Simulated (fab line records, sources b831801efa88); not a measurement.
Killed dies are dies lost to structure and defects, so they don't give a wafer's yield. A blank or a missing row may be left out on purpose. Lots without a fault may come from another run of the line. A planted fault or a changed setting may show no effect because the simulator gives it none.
Which tool did it? | flow sky130 | 6 lots, 18 wafers sampled, at 2 steps of a route of 708

WHAT THE GAUGES READ, wafer by wafer
SKY_LI_CONTACT_THK_MEAS_01.
lot  | measured     | on            | LI_CONTACT_HDPCVD_THK (nm)
L478 | day 29 08:28 | film_metro-02 | 930 939 918
L482 | day 31 02:55 | film_metro-03 | 920 940 936
L487 | day 32 08:05 | film_metro-02 | 938 945 932
L492 | day 33 18:16 | film_metro-02 | 755 754 755
L495 | day 34 12:04 | film_metro-04 | 937 935 938
L498 | day 35 04:05 | film_metro-03 | 930 933 931

WHICH TOOL RAN EACH LOT (tool, then ch and the chambers of the sampled wafers, then the start)
lot  | SKY_LI_CONTACT_HDPCVD_00
L478 | hdpcvd-02 ch 1,2, day 29 08:22
L482 | hdpcvd-02 ch 0,1,2, day 31 02:49
L487 | hdpcvd-01 ch 0,2, day 32 07:58
L492 | hdpcvd-02 ch 0,2, day 33 18:10
L495 | hdpcvd-01 ch 0,1,2, day 34 11:58
L498 | hdpcvd-01 ch 0,1, day 35 03:58
- SKY_LI_CONTACT_HDPCVD_00: deposits PSG, target thk 930 nm, time 155 s.

THE ANSWER, worked out from the rows above alone
Rule: what is usual is taken from the lots themselves. Put in order of their means at a reading, lots are off if they are a third of the lots or fewer, leave a main group of 4 or more, and stand apart from it by a gap of 3 or more times the standard deviation of the main group's means; of several such gaps the widest counts. A main group whose means are all the same, to the digits that the tables above print for the reading, isn't used. A lot without any number at a reading at which 4 lots or more have one is off too. The other lots that the step has rows for count as sound.
Off: L492, at SKY_LI_CONTACT_THK_MEAS_01 (LI_CONTACT_HDPCVD_THK). The main group: mean 933 nm, standard deviation 3.5.
A tool fits if, at a process step before that reading, it ran every lot that is off, and no sound lot after the first of them. The gauges at SKY_LI_CONTACT_THK_MEAS_01 are tried like those tools. Can't be told from this: 2 tools fit, hdpcvd-02 at SKY_LI_CONTACT_HDPCVD_00, film_metro-02 at SKY_LI_CONTACT_THK_MEAS_01.

WHAT THE SIMULATOR HAD PUT IN
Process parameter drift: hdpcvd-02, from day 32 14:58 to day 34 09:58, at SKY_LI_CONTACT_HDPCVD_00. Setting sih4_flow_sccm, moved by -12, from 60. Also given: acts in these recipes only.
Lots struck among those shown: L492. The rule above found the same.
